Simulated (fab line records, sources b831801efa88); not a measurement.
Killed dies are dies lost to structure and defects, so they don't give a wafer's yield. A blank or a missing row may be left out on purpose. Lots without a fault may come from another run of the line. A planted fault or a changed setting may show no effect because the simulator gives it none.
fab line records | flow gf180mcu
record lots=13 wafers=39 last_day=34
route steps=602 shown SAB@275 CONTACT@296
lots that met no fault: from a run of the same line without faults
start_h: hours from the record's first day to the start of the lot's first wafer shown | wait_h: hours since the lot's step before | " the same as in the row above | L1.1+2: a row that stands for several wafers | - no value, or no start given | * or withheld: withheld | < > ~ a bound
route shown NAME@n: a module of which the file shows steps, and the number in the route of the first | usual: mean/standard deviation of fault-free wafers | same: alike in all rows | chamber/n: place in a boat | sites: the reading at each site | _std_site: their standard deviation | _edge_site: outer sites' mean less inner sites' | radius_mm: how far each site lies from the wafer's centre | mask NAME#n: copy n | behind: the tool/chamber that last shaped the wafer | hold: why the lot was held/for how many hours/how that ended | device: the transistor (n, p or np) that didn't switch | end of line: the same wafers' tests at the end of the route | a step without rows: its recipe alone | killed: dies lost to structure and defects at the first sort, not the wafer's yield | map: a wafer's dies, x killed, . not, _ none there
set.NAME: the setting as run; set.NAME@STEP: as run at that earlier step | model.NAME: the simulator's own value behind a step, which no gauge read
steps of the route over a sample of lots; a table a step, a row a wafer
services: from which hour (start_h, from the record's first day; less than 0 if before it) a tool's chamber was out of use, for how many hours, and why
## steps
# step GF_SAB_ETCH_11
# recipe chemistry=C4F8/O2/Ar mask_material=NOVOLAK target=SiO2 target_depth_nm=55 source_w=1500 bias_w=1200 pressure_mtorr=40 c4f8_flow_sccm=withheld O2_flow_sccm=6 Ar_flow_sccm=300 time_s=8.5
# usual oes_product_au=0.995/0.011
# columns lot.wafer tool chamber start_h wait_h oes_product_au rf_hours_counter_h
L992.2 rie_diel-03 2 337.21 0.0 0.985 2
L992.3 " 3 " " 0.995 12
L992.4 " 0 " " 0.987 95
L994.2 rie_diel-04 0 359.14 0.0 0.983 119
L994.4 " 1 " " 0.991 67
L994.5 " 3 " " 1.000 -
L995.1 rie_diel-04 2 363.70 0.0 0.996 79
L995.2 " 1 " " 0.998 67
L995.6 " 1 " " 0.985 -
L999.3 rie_diel-04 3 403.50 0.0 1.002 3
L999.5 " 2 " " 1.002 -
L999.6 " 1 " " 0.999 -
L100.1 rie_diel-03 2 408.85 0.0 0.998 4
L100.3 " 0 " " 0.981 97
L100.4 " 3 " " 0.998 -
L101.3 rie_diel-03 0 420.94 0.0 0.980 97
L101.4 " 0 " " 0.988 -
L101.5 " 2 " " 0.994 -
L108.1 rie_diel-02 2 478.81 0.0 0.981 33
L108.3 " 3 " " 0.978 30
L108.4 " 0 " " 0.983 10
L109.2 rie_diel-03 2 484.47 0.0 0.986 6
L109.3 " 3 " " 0.992 16
L109.6 " 1 " " 1.013 -
L110.2 rie_diel-02 0 494.74 0.0 0.988 11
L110.3 " 3 " " 0.995 31
L110.4 " 1 " " 1.010 83
L111.2 rie_diel-03 2 502.35 0.0 0.992 6
L111.3 " 1 " " 1.003 2
L111.5 " 0 " " 0.998 -
L112.4 rie_diel-02 3 513.66 0.0 0.987 31
L112.5 " 3 " " 0.983 -
L112.6 " 2 " " 0.980 -
L113.1 rie_diel-02 3 516.70 0.0 0.994 31
L113.3 " 0 " " 1.020 11
L113.4 " 1 " " 1.015 84
L114.1 rie_diel-03 2 520.06 0.0 0.985 6
L114.3 " 1 " " 1.013 2
L114.6 " 1 " " 1.005 -
# step GF_CONTACT_COAT_09
# recipe resist=KrF spin_rpm=withheld resist_thk_nm=1000
# columns lot.wafer tool chamber start_h wait_h
L992.2+3+4 litho_track-02 0 349 -
L994.2+4+5 litho_track-02 0 371 -
L995.1+2+6 litho_track-02 0 376 -
L999.3+5+6 litho_track-04 0 416 -
L100.1+3+4 litho_track-03 0 422 -
L101.3+4+5 litho_track-04 0 434 -
L108.1+3+4 litho_track-03 0 491 -
L109.2+3+6 litho_track-02 0 497 -
L110.2+3+4 litho_track-04 0 507 -
L111.2+3+5 litho_track-04 0 515 -
L112.4+5+6 litho_track-04 0 527 -
L113.1+3+4 litho_track-04 0 530 -
L114.1+3+6 litho_track-03 0 533 -
# step GF_CONTACT_STRIP_18
# recipe chemistry=O2/N2 power_w=1400 pressure_mtorr=1500 platen_temp_c=250 o2_flow_sccm=3000 n2_flow_sccm=300 overash_fraction=0.5
# usual drypump_motor_current_A=5.9/0.57 heater_power_w=348/25 oes_product_au=0.579/0.0047
# same overash_fraction=0.5
# columns lot.wafer tool chamber start_h wait_h drypump_motor_current_A heater_power_w oes_product_au rf_hours_counter_h
L992.2 plasma_asher-02 0 360.61 - 6.8 330 0.581 23
L992.3 " 0 " " 6.8 339 0.579 -
L992.4 " 1 " " 5.7 337 0.578 -
L994.2 plasma_asher-01 0 383.40 - 5.3 308 0.589 72
L994.4 " 0 " " 5.3 319 0.582 -
L994.5 " 0 " " 5.3 309 0.577 -
L995.1 plasma_asher-01 0 387.07 - 5.3 298 0.574 72
L995.2 " 1 " " 5.7 376 0.574 72
L995.6 " 1 " " 5.7 382 0.571 -
L999.3 plasma_asher-02 0 429.38 - 6.9 345 0.570 -
L999.5 " 0 " " 6.9 338 0.569 -
L999.6 " 1 " " 5.6 323 0.559 -
L100.1 plasma_asher-01 0 434.60 - 5.3 316 0.576 78
L100.3 " 1 " " 5.8 385 0.580 -
L100.4 " 0 " " 5.3 313 0.581 -
L101.3 plasma_asher-01 0 446.55 - 5.3 311 0.567 -
L101.4 " 1 " " 5.7 387 0.566 -
L101.5 " 1 " " 5.7 372 0.561 -
L108.1 plasma_asher-03 1 504.42 - 5.4 354 0.584 8
L108.3 " 1 " " 5.4 359 0.579 -
L108.4 " 0 " " 6.2 385 0.573 -
L109.2 plasma_asher-02 0 510.42 - 6.9 342 0.572 39
L109.3 " 0 " " 6.8 339 0.577 -
L109.6 " 0 " " 6.9 350 0.579 -
L110.2 plasma_asher-02 0 519.37 - 6.8 333 0.578 40
L110.3 " 0 " " 6.8 340 0.583 -
L110.4 " 1 " " 5.7 329 0.581 -
L111.2 plasma_asher-03 1 527.45 - 5.3 352 0.576 11
L111.3 " 1 " " 5.4 361 0.579 -
L111.5 " 1 " " 5.4 352 0.577 -
L112.4 plasma_asher-03 1 538.89 - 5.4 345 0.572 -
L112.5 " 1 " " 5.4 354 0.580 -
L112.6 " 0 " " 6.2 388 0.568 -
L113.1 plasma_asher-03 1 541.65 - 5.3 353 0.582 12
L113.3 " 1 " " 5.4 354 0.575 -
L113.4 " 0 " " 6.2 381 0.578 -
L114.1 plasma_asher-01 1 545.31 - 5.8 374 0.569 89
L114.3 " 0 " " 5.3 310 0.584 -
L114.6 " 0 " " 5.3 312 0.591 -
# step GF_CONTACT_SPUTTER_22
# recipe material=Ti target_thk_nm=15 chamber_pressure_pa=5 power_w=2500 substrate_temp_c=200 time_s=80.02
# usual throttle_valve_pct=30.4/0.84
# columns lot.wafer tool chamber start_h wait_h throttle_valve_pct
L992.2 pvd_sputter-01 - 360.92 0.0 29.9
L992.3 " - " " 31.2
L992.4 " - " " 31.6
L994.2 pvd_sputter-02 - 383.70 0.0 31.0
L994.4 " - " " 30.3
L994.5 " - " " 31.0
L995.1 pvd_sputter-04 - 387.36 0.0 29.0
L995.2 " - " " 31.1
L995.6 " - " " 29.8
L999.3 pvd_sputter-01 - 429.66 0.0 31.4
L999.5 " - " " 31.2
L999.6 " - " " 30.1
L100.1 pvd_sputter-02 - 434.91 0.0 30.7
L100.3 " - " " 30.7
L100.4 " - " " 31.1
L101.3 pvd_sputter-01 - 446.81 0.0 30.3
L101.4 " - " " 29.3
L101.5 " - " " 29.6
L108.1 pvd_sputter-02 - 504.72 0.0 31.0
L108.3 " - " " 30.5
L108.4 " - " " 30.9
L109.2 pvd_sputter-01 - 510.73 0.0 30.0
L109.3 " - " " 31.6
L109.6 " - " " 31.1
L110.2 pvd_sputter-01 - 519.67 0.0 30.2
L110.3 " - " " 31.3
L110.4 " - " " 29.4
L111.2 pvd_sputter-04 - 527.75 0.0 28.8
L111.3 " - " " 31.1
L111.5 " - " " 29.6
L112.4 pvd_sputter-02 - 539.16 0.0 31.2
L112.5 " - " " 31.1
L112.6 " - " " 30.9
L113.1 pvd_sputter-01 - 541.95 0.0 29.4
L113.3 " - " " 31.2
L113.4 " - " " 31.0
L114.1 pvd_sputter-02 - 545.61 0.0 30.4
L114.3 " - " " 31.2
L114.6 " - " " 30.5
# step GF_CONTACT_SPUTTER_23
# recipe material=TiN target_thk_nm=10 chamber_pressure_pa=5 power_w=4000 time_s=40
# usual throttle_valve_pct=30.4/0.83
# columns lot.wafer tool chamber start_h wait_h throttle_valve_pct
L992.2 pvd_sputter-01 - 360.98 0.0 29.8
L992.3 " - " " 31.3
L992.4 " - " " 31.5
L994.2 pvd_sputter-02 - 383.76 0.0 30.6
L994.4 " - " " 30.2
L994.5 " - " " 30.9
L995.1 pvd_sputter-04 - 387.43 0.0 28.7
L995.2 " - " " 30.9
L995.6 " - " " 29.9
L999.3 pvd_sputter-01 - 429.72 0.0 31.5
L999.5 " - " " 31.2
L999.6 " - " " 30.0
L100.1 pvd_sputter-02 - 434.98 0.0 31.0
L100.3 " - " " 30.6
L100.4 " - " " 31.0
L101.3 pvd_sputter-01 - 446.87 0.0 30.2
L101.4 " - " " 29.3
L101.5 " - " " 29.3
L108.1 pvd_sputter-02 - 504.78 0.0 30.8
L108.3 " - " " 30.8
L108.4 " - " " 31.2
L109.2 pvd_sputter-01 - 510.79 0.0 30.0
L109.3 " - " " 31.1
L109.6 " - " " 31.4
L110.2 pvd_sputter-01 - 519.73 0.0 30.0
L110.3 " - " " 31.1
L110.4 " - " " 29.5
L111.2 pvd_sputter-04 - 527.82 0.0 28.7
L111.3 " - " " 31.3
L111.5 " - " " 29.6
L112.4 pvd_sputter-02 - 539.22 0.0 31.3
L112.5 " - " " 31.3
L112.6 " - " " 30.6
L113.1 pvd_sputter-01 - 542.01 0.0 29.8
L113.3 " - " " 31.3
L113.4 " - " " 31.4
L114.1 pvd_sputter-02 - 545.67 0.0 30.5
L114.3 " - " " 31.1
L114.6 " - " " 30.8
## services
# columns tool chamber start_h hours kind
pvd_sputter-01 - 317.05 1.9 repair
rie_diel-03 1 320.26 9.6 repair
pvd_sputter-01 3 322.43 - consumable_replace:kit
pvd_sputter-01 3 322.43 18.0 scheduled_down
pvd_sputter-04 - 356.58 1.0 repair
rie_diel-02 - 366.46 1.9 repair
pvd_sputter-02 - 366.58 7.7 repair
rie_diel-02 - 375.28 0.4 repair
pvd_sputter-02 - 381.82 1.4 repair
rie_diel-03 1 386.07 20.0 repair
plasma_asher-03 - 403.45 6.3 repair
plasma_asher-03 - 403.84 0.4 repair
rie_diel-03 3 404.02 2.5 repair
pvd_sputter-02 - 408.34 1.0 repair
rie_diel-04 - 420.13 0.3 repair
plasma_asher-03 - 421.25 9.0 pm
rie_diel-04 3 426.15 3.3 repair
rie_diel-03 0 440.39 3.7 repair
plasma_asher-02 - 444.09 0.9 repair
rie_diel-03 - 444.60 1.2 repair
pvd_sputter-02 - 460.69 2.8 repair
pvd_sputter-02 - 481.09 1.0 repair
rie_diel-04 1 507.56 2.7 repair
plasma_asher-02 - 533.53 1.3 repair
## key
first_sign step=GF_CONTACT_STRIP_18 reading=oes_product_au direction=down sigmas=2.9 usual=0.579 struck=0.565 through=control_loop
effect none on later readings
met_at GF_CONTACT_COAT_09
struck_lots L999,L101
tester_left_out L999,L101
loop_trim step=GF_CONTACT_EXPOSE_11 setting=dose lots=L101
not_acting_at GF_SAB_ETCH_11,GF_CONTACT_SPUTTER_22,GF_CONTACT_SPUTTER_23
fault kind=process_parameter_drift tool=litho_track-04 chamber=- onset_h=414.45 steps=GF_CONTACT_COAT_09 channel=resist_thk_nm offset=* shape=step end_h=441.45 acts_in=* stated=*
# tester_left_out: of these lots the tester's yield and bins aren't shown, on N5 and GAA mostly nor the transistor test; their killed dies are dies lost to structure and defects alone, not to doping, threshold or leakage, so they don't give the yield
# loop_trim: a control loop set the setting to another value than it would have without faults
